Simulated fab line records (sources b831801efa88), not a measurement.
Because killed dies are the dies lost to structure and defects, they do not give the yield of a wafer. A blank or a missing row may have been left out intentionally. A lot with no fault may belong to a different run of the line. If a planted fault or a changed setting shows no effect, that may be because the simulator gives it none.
The tool behind it: which one?    flow gf180mcu    11 lots with 30 wafers sampled at 3 steps, on a route of 602 steps

WHAT EACH GAUGE READ, for each wafer
GF_V5_RS_MEAS_24: measures by four-point-probe.
lot   measured      on             V5_W_RS (ohm/sq)
L270  day 28 07:38  film metro-04  0.3262 0.3301 0.3291
L271  day 28 12:52  film metro-04  0.3234 0.3259 0.3270
L273  day 28 16:28  film metro-03  0.3307 0.3305 0.3320
L275  day 29 14:56  film metro-04  0.3319 0.3316 0.3347
L278  day 30 11:20  film metro-04  0.3288 0.7352
L280  day 31 02:14  film metro-03  0.7524 0.3330
L282  day 31 08:51  film metro-04  0.3314 0.7450
L285  day 32 07:27  film metro-04  0.3270 0.3300 0.3247
L286  day 32 07:34  film metro-03  0.3317 0.3302 0.3349
L289  day 33 07:20  film metro-01  0.3231 0.3282 0.3284
L291  day 33 13:41  film metro-04  0.3304 0.3316 0.3321

EACH LOT AND THE TOOL THAT RAN IT (in order: tool; ch and the chambers of the sampled wafers; start)
lot   GF_V5_SPUTTER_22              GF_V5_CVD_23
L270  pvd sputter-02, day 28 07:29  cvd w-01 ch 0,1, day 28 07:31
L271  pvd sputter-01, day 28 12:43  cvd w-01 ch 0,1, day 28 12:46
L273  pvd sputter-02, day 28 16:18  cvd w-01 ch 0,1, day 28 16:20
L275  pvd sputter-03, day 29 14:45  cvd w-02 ch 0,1, day 29 14:50
L278  pvd sputter-02, day 30 11:08  cvd w-01 ch 1, day 30 11:10
L280  pvd sputter-02, day 31 02:02  cvd w-01 ch 0, day 31 02:07
L282  pvd sputter-01, day 31 08:42  cvd w-01 ch 1, day 31 08:44
L285  pvd sputter-03, day 32 07:17  cvd w-02 ch 0,1, day 32 07:19
L286  pvd sputter-01, day 32 07:23  cvd w-02 ch 0,1, day 32 07:26
L289  pvd sputter-02, day 33 07:11  cvd w-02 ch 0,1, day 33 07:13
L291  pvd sputter-02, day 33 13:32  cvd w-02 ch 0,1, day 33 13:34
- GF_V5_SPUTTER_22: material TiN, target thk 10 nm, time 40 s.
- GF_V5_CVD_23: deposits W, target thk 350 nm, time 104.9 s.

THE ANSWER, worked out from the rows above alone
Rule: usual is defined by the lots themselves. The widest of any qualifying gaps counts: lots, ordered by their means at a reading, are off when they make up no more than a third of the lots, leave a main group of 4 or more, and stand apart from it by 3 or more times the standard deviation of that group's means. A main group is skipped when, at the precision printed for the reading in the tables above, its means are all equal. Also off: a lot with no number at a reading for which 4 or more lots have one. The other lots that the step has rows for count as sound.
Off: L278, L280, L282, seen at GF_V5_RS_MEAS_24 (V5_W_RS). Mean 0.3294 ohm/sq and standard deviation 0.0026 in the main group.
If a tool, at a process step before that reading, ran all the lots that are off and no sound lot after the first of them, it fits. Those tools and the gauges at GF_V5_RS_MEAS_24 are tried in the same way. One fits: GF_V5_CVD_23 on cvd w-01. A fault onset in the window from L273 (day 28 16:20, its last sound lot) to L278 (day 30 11:10, its first lot off) fits.

WHAT HAD BEEN PUT IN BY THE SIMULATOR
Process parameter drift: cvd w-01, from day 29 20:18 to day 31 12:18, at GF_V5_CVD_23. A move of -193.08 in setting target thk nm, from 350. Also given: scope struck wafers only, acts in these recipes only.
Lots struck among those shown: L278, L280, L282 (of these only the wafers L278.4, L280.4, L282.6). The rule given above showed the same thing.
